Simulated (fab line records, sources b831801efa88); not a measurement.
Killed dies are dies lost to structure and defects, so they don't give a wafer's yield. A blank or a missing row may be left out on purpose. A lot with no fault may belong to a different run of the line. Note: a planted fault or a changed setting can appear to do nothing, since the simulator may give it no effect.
Chamber matching | flow sky130 | hdpcvd-01 running SKY_LI_CONTACT_HDPCVD_00: 3 sister chambers
The step deposits PSG, target thk 930 nm, time 155 s. 14 wafers are shown with their chamber, then 7 later ones without.

## WAFERS, EACH WITH ITS CHAMBER
wafer  | chamber | run_length_s (s) | sih4_flow_sccm (sccm)
L388.1 | 0       | 182.7            | 60.14
L388.3 | 1       | 181.8            | 60.26
L388.4 | 2       | 183.9            | 60.31
L395.1 | 1       | 181.9            | 59.73
L395.2 | 2       | 183.3            | 59.96
L395.3 | 0       | 183.0            | 60.10
L401.2 | 1       | 182.0            | 60.35
L401.3 | 0       | 182.6            | 59.89
L401.6 | 0       | 183.1            | 59.91
L402.1 | 1       | 181.9            | 60.32
L402.2 | 2       | 183.4            | 60.09
L402.4 | 2       | 183.4            | 59.91
L405.1 | 1       | 182.0            | 60.33
L405.5 | 0       | 183.2            | 60.00

SIGNATURES (means of the wafers above)
reading        | chamber 0 | chamber 1 | chamber 2 | scatter within a chamber
run_length_s   | 182.920   | 181.920   | 183.500   | 0.217
sih4_flow_sccm | 60.0080   | 60.1980   | 60.0675   | 0.196
Rule: a wafer's distance from a chamber is the root of the sum, over the readings, of the square of ((its reading less the chamber's mean) divided by the reading's scatter). If the next closest chamber is less than 2 further off than the closest, the wafer can't be placed; otherwise it belongs to the closest. The scatter is the square root of a quotient: the sum, over the shown wafers, of each reading's squared deviation from its chamber's mean, divided by wafers minus chambers.

## WAFERS WITH NO CHAMBER GIVEN
wafer  | run_length_s (s) | sih4_flow_sccm (sccm)
L405.6 | 183.3            | 60.08
L406.1 | 182.4            | 59.94
L406.2 | 182.6            | 59.93
L406.6 | 183.6            | 60.00
L408.2 | 181.8            | 60.18
L408.3 | 183.2            | 60.14
L408.4 | 181.7            | 59.87

## THE CHAMBER EACH PASSED THROUGH
wafer  | from the rows above     | in truth
L405.6 | can't be placed: 2 or 0 | 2
L406.1 | can't be placed: 0 or 1 | 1
L406.2 | can't be placed: 0 or 1 | 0
L406.6 | 2                       | 2
L408.2 | 1                       | 1
L408.3 | can't be placed: 2 or 0 | 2
L408.4 | 1                       | 1
Placed correctly: 3 of 7. Can't be placed from these rows: 4 (the true chamber is among the candidates in 4). Wrongly placed: 0.
